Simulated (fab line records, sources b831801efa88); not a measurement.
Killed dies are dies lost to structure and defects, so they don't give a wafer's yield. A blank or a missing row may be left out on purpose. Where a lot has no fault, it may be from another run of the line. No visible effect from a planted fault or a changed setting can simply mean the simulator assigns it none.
Problem report in the 8D (eight disciplines) form, filled by code -- flow sky130 -- the parts of the form that need people (team, actions taken, sign-off) are left out

## 1. THE PROBLEM
At SKY_FIELD_ISO_ETCH_17, run length s averages 133.4 s over 6 wafers from 2 lots, while fault-free wafers read 125.4 s, standard deviation 0.31. That puts it +26 standard deviations away from the usual mean.
The step: etches Si in HBr/Cl2/O2, target depth 342 nm, time 97.7 s.
Seen first at day 4 13:32 on rie si-01, wafer L323.4. The record holds 18 wafers of 6 lots with a number at this step. Rule for "out", or "out of limits": more than 4 standard deviations from the usual mean. The other wafers with a number count as sound.

## 2. WHAT IT IS AND WHAT IT IS NOT
question,is,is not
which readings at this step,run length s,"drypump motor current A, oes product au, rf fwd power W, throttle valve pct"
which lots,"L323, L324","L314, L316, L325, L332"
which wafers of those lots,all that have a number,-
read on which tools,rie si-01,rie si-02
when,from day 4 13:32,"up to then (6 sound wafers); but 6 sound wafers of L325, L332 came after"

## 3. WHAT RULES OUT EACH SUSPECT
Counting: a tool at a process step up to the reading stays a suspect if it ran every lot that is out and no sound lot after the first of them.
- plasma asher-01 at SKY_FIELD_ISO_STRIP_16 (strips in O2/N2): kept. It processed each lot that is out, first L323 at day 4 13:28, and no sound lot thereafter; up to then, the last sound lot it processed was L314 at day 2 14:32.
- rie si-01 at SKY_FIELD_ISO_ETCH_17 (etches Si in HBr/Cl2/O2, target depth 342 nm, time 97.7 s): kept. It processed each lot that is out, first L323 at day 4 13:32, and no sound lot thereafter; up to then, the last sound lot it processed was L314 at day 2 14:38. Its own run length s readings are out on those wafers.
The count leaves rie si-01 at SKY_FIELD_ISO_ETCH_17 and plasma asher-01 at SKY_FIELD_ISO_STRIP_16.

## 4. THE CAUSE (what the simulator had put in)
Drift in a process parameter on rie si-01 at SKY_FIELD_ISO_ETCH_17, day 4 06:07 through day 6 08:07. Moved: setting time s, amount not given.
Of the 2 suspects that counting leaves, this tool is one.

## 5. THE EFFECT CHAIN, in route order
Each row: a reading whose mean over the struck wafers that have a number lies more than 3 standard deviations from the usual. Scope: only readings with a usual standard deviation given in the record; hours: median across lots of the time from each lot's start at the first step in this table that gives one to its start at this step; sigmas: change in usual standard deviations.
hours,step,reading,usual,on struck wafers,change,sigmas
0,SKY_FIELD_ISO_ETCH_17,run length s,125.4 s,133.4,+8.0,+26
Here are the process steps it includes:
- SKY_FIELD_ISO_ETCH_17: etches Si in HBr/Cl2/O2, target depth 342 nm, time 97.7 s.

## 6. HOW IT WOULD HAVE BEEN CAUGHT EARLIER
In this record no reading fell out of limits until day 4 13:32, 7 hours after the fault had begun at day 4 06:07.
